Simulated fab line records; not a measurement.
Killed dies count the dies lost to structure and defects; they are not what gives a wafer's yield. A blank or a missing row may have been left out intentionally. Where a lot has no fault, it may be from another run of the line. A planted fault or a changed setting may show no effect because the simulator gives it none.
A struck lot beside a sound one || flow sky130 || 43 out of 708 route steps
Sound: wafers L409.1, L409.2, L409.3. Wafers L411.2, L411.4, L411.5 were the ones struck. Last of all comes the cause.
Per side, at each step with rows, come the tool, then ch with its chambers, and then its first start. Under that, the readings that differ: sound wafers || struck wafers || difference of the means || sigmas: that difference in standard deviations of wafers without a fault.
alike: readings with means less than 2 such deviations apart, plus words and numbers identical on both sides. not compared: withheld readings, readings lacking a value on some wafer, bounds such as >300 that could conceal the same value, and numbers that have no deviation in the record and whose values overlap.
The two part at a step that has a row with sigmas, a row that says differs or no value, or rows on one side only. Non-overlapping numbers with no deviation appear without sigmas and do not part them. A reading that every wafer of one side lacks parts them only if that side has two wafers or more.

first, 3 steps without rows for these wafers: SKY_FIELD_ISO_CLEAN_20 (cleans in dHF, time 20 s); SKY_FIELD_ISO_WET_ETCH_21 (etches SiO2 in dHF, target depth 20 nm, time 400 s); SKY_FIELD_ISO_OXIDATION_22 (stabilise 600 s, purge 300 s, target thk 10 nm).
SKY_FIELD_ISO_THK_MEAS_23:
  struck on film-metro-03, day 4 12:21; sound on film-metro-01, day 4 02:50
  alike: FIELD_ISO_OXIDATION_01_THK
then, 1 step without rows for these wafers: SKY_FIELD_ISO_CVD_24 (deposits SiO2, target thk 595 nm, time 99.2 s).
SKY_FIELD_ISO_THK_MEAS_25:
  struck on film-metro-01, day 4 12:29; sound on film-metro-02, day 4 02:58
  alike: FIELD_ISO_CVD_24_THK
then, 1 step without rows for these wafers: SKY_FIELD_ISO_ANNEAL_26 (time 1800 s).
SKY_FIELD_ISO_CMP_27: polishes, stops on Si3N4, t overpolish 16 s, target thk 457.8 nm.
  sound on cmp-01 ch 0,1,2, day 4 04:35; struck on cmp-01 ch 0,2,3, day 4 14:08
{"reading": "slurry-flow-ml-min", "sound": "150.5 151.2 151.1", "struck": "149.5 150.2 148.9", "difference": -1.4, "sigmas": -3}
  alike: motor-current-A, overpolish-run-s, time-to-endpoint-s
then, 4 steps without rows for these wafers: SKY_FIELD_ISO_WET_ETCH_28 (etches SiO2 in dHF, target depth 23.7 nm, time 47 s); SKY_FIELD_ISO_WET_ETCH_29 (etches Si3N4 in H3PO4, target depth 160 nm, time 1825 s); SKY_FIELD_ISO_WET_ETCH_30 (etches SiO2 in dHF, target depth 25 nm, time 50 s); SKY_NWELL_CLEAN_00 (cleans in SC1/SC2, time 150 s).
SKY_NWELL_OXIDATION_01: stabilise 600 s, purge 300 s, target thk 10 nm.
  sound on furnace-02 ch 0, day 4 05:56; struck on furnace-02 ch 0, day 4 14:59
{"reading": "spike-tc-bottom-C (C)", "sound": "914.7 917.1 915.9", "struck": "936.4 936.8 933.6", "difference": "+19.7", "sigmas": "+20"}
{"reading": "spike-tc-centre-C (C)", "sound": "901.6 901.5 902.5", "struck": "919.0 920.1 919.0", "difference": "+17.5", "sigmas": "+16"}
{"reading": "spike-tc-lower-C (C)", "sound": "900.2 897.9 900.0", "struck": "918.2 916.5 918.1", "difference": "+18.2", "sigmas": "+13"}
{"reading": "spike-tc-top-C (C)", "sound": "911.4 911.6 912.1", "struck": "930.8 932.1 929.8", "difference": "+19.2", "sigmas": "+14"}
{"reading": "spike-tc-upper-C (C)", "sound": "899.3 900.8 899.5", "struck": "919.1 918.5 917.4", "difference": "+18.5", "sigmas": "+19"}
{"reading": "tube-center-temp-C (C)", "sound": "900.03 899.9 899.88", "struck": "918.81 918.7 918.89", "difference": "+18.86", "sigmas": "+99 or more"}
{"reading": "tube_center_temp_C_max", "sound": "903.2 902.5 902.4", "struck": "920.9 921.3 921.9", "difference": "+18.7", "sigmas": "+48"}
{"reading": "model.SiO2_of_NWELL_OXIDATION_01.thk-nm (nm)", "sound": "9.939 9.965 9.889", "struck": "11.95 12.04 12.02", "difference": "+2.07", "sigmas": ""}
  alike: zone-power-bottom-pct
SKY_NWELL_THK_MEAS_02:
  struck on film-metro-04, day 4 16:37; sound on film-metro-01, day 4 07:20
{"reading": "NWELL_OXIDATION_THK (nm)", "sound": "9.93 9.95 9.88", "struck": "11.97 12.03 12.00", "difference": "+2.08", "sigmas": "+10"}
  not compared: hold
then, 7 steps without rows for these wafers: SKY_DNWELL_HMDS_01 (prime time 60 s); SKY_DNWELL_COAT_02 (resist thk 3000 nm); SKY_DNWELL_SOFTBAKE_03; SKY_DNWELL_EXPOSE_04 (exposes mask DNM, target cd 3000 nm); SKY_DNWELL_PEB_05; SKY_DNWELL_DEVELOP_06 (develop time 60 s); SKY_DNWELL_IMPLANT_07.
SKY_DNWELL_STRIP_08: strips in O2/N2.
  sound on plasma-asher-04 ch 0,1, day 5 00:53; struck on plasma-asher-04 ch 1, day 5 10:17
  alike: drypump-motor-current-A, oes-product-au, strip-time-to-endpoint-s
  not compared: rf-hours-counter-h
SKY_DNWELL_TW_MEAS_09:
  struck on film-metro-01, day 5 10:23; sound on film-metro-04, day 5 00:59
  alike: DNWELL_TW
then, 7 steps without rows for these wafers: SKY_PWDE_DEHYDRATE_00 (time 60 s); SKY_PWDE_HMDS_01 (prime time 60 s); SKY_PWDE_COAT_02 (resist thk 3000 nm); SKY_PWDE_SOFTBAKE_03; SKY_PWDE_EXPOSE_04 (exposes mask PWDEM, target cd 840 nm); SKY_PWDE_PEB_05; SKY_PWDE_DEVELOP_06 (develop time 60 s).
SKY_PWDE_OVL_MEAS_07:
  struck on overlay-02, day 6 03:49; sound on overlay-02, day 5 19:09
  alike: PWDE_OVL
after that, 1 step had no rows for these wafers: SKY_PWDE_IMPLANT_08.
SKY_PWDE_STRIP_09: strips in O2/N2.
  sound on plasma-asher-03 ch 0,1, day 5 19:20; struck on plasma-asher-03 ch 0,1, day 6 03:59
  alike: drypump-motor-current-A, oes-product-au, strip-time-to-endpoint-s
  not compared: rf-hours-counter-h
SKY_PWDE_TW_MEAS_10:
  struck on film-metro-04, day 6 04:06; sound on film-metro-04, day 5 19:26
  alike: PWDE_TW
then, 7 steps without rows for these wafers: SKY_NWELL_DEHYDRATE_03 (time 60 s); SKY_NWELL_HMDS_04 (prime time 60 s); SKY_NWELL_COAT_05 (resist thk 3000 nm); SKY_NWELL_SOFTBAKE_06; SKY_NWELL_EXPOSE_07 (exposes mask NWM, target cd 840 nm); SKY_NWELL_PEB_08; SKY_NWELL_DEVELOP_09 (develop time 60 s).
-- the record jumps here: 10 days lie between the struck wafers' starts before and after (it left off in module NWELL and takes up again in module SONOS_ONO, whose first step shown is number 183 of the route) --
SKY_SONOS_ONO_ETCH_15: etches the open film in CHF3/O2, target depth 19.52 nm, time 7.8 s.
  sound on rie-diel-01 ch 1,2,3, day 15 09:24; struck on rie-diel-01 ch 2,3, day 16 01:54
{"reading": "model.SiO2_of_NWELL_OXIDATION_01.thk-nm (nm)", "sound": "5.429 5.496 5.352", "struck": "7.469 7.522 7.474", "difference": "+2.063", "sigmas": ""}
  alike: drypump-motor-current-A, oes-product-au, throttle-valve-pct
  not compared: rf-hours-counter-h
-- record jumps: 32 days separate the struck wafers' starts on either side; left off in module SONOS_ONO, taken up again in module PAD_OPEN, whose first shown step is the route's number 708 --
SKY_PAD_OPEN_PROBE_99:
  struck on prober-01, day 48 13:49; sound on prober-01, day 48 01:02
{"reading": "model.etest.tip-p.rs-ohm-sq", "sound": "6869 6936 6840", "struck": "7085 7026 7023", "difference": "+163", "sigmas": ""}
{"reading": "model.etest.pfet_01v8_mvt.drive-ua-um", "sound": "153.3 151.8 152.1", "struck": "142.3 143.8 141.7", "difference": -9.8, "sigmas": ""}
{"reading": "model.etest.pfet_01v8_mvt.off-log10-a-um", "sound": "-10.82 -10.74 -10.85", "struck": "-11.82 -11.69 -11.78", "difference": -0.96, "sigmas": ""}
{"reading": "model.etest.pfet-g5v0d10v5.off-log10-a-um", "sound": "-12.38 -12.46 -12.26", "struck": "-12.65 -12.81 -12.77", "difference": -0.38, "sigmas": ""}
{"reading": "model.etest.pfet-g5v0d10v5.vt-sat-v (V)", "sound": "-0.6207 -0.6192 -0.5992", "struck": "-0.645 -0.6475 -0.6516", "difference": -0.035, "sigmas": ""}
{"reading": "model.etest.pfet_01v8_mvt.vt-sat-v (V)", "sound": "-0.5835 -0.5734 -0.5822", "struck": "-0.6472 -0.64 -0.6537", "difference": -0.0673, "sigmas": ""}
{"reading": "model.etest.pfet_01v8_mvt.vt-v (V)", "sound": "-0.6635 -0.6575 -0.6635", "struck": "-0.7248 -0.719 -0.7311", "difference": -0.0635, "sigmas": ""}
{"reading": "model.etest.pfet_16v.vt-v (V)", "sound": "-1.085 -1.091 -1.094", "struck": "-1.121 -1.11 -1.122", "difference": -0.028, "sigmas": ""}
  alike: killed_at_M0_to_M3, killed_at_M4_up, killed-at-contacts, killed-at-front-end, killed-at-other, killed-dies, killed-open, killed-short

WHERE THEY PART
Last at SKY_NWELL_THK_MEAS_02 as far as this record goes, first at SKY_FIELD_ISO_CMP_27. Later steps at which nothing parts them and some readings are alike: SKY_DNWELL_STRIP_08, SKY_DNWELL_TW_MEAS_09, SKY_PWDE_OVL_MEAS_07, SKY_PWDE_STRIP_09, SKY_PWDE_TW_MEAS_10, SKY_SONOS_ONO_ETCH_15, SKY_PAD_OPEN_PROBE_99.

WHY: the cause the simulator had injected
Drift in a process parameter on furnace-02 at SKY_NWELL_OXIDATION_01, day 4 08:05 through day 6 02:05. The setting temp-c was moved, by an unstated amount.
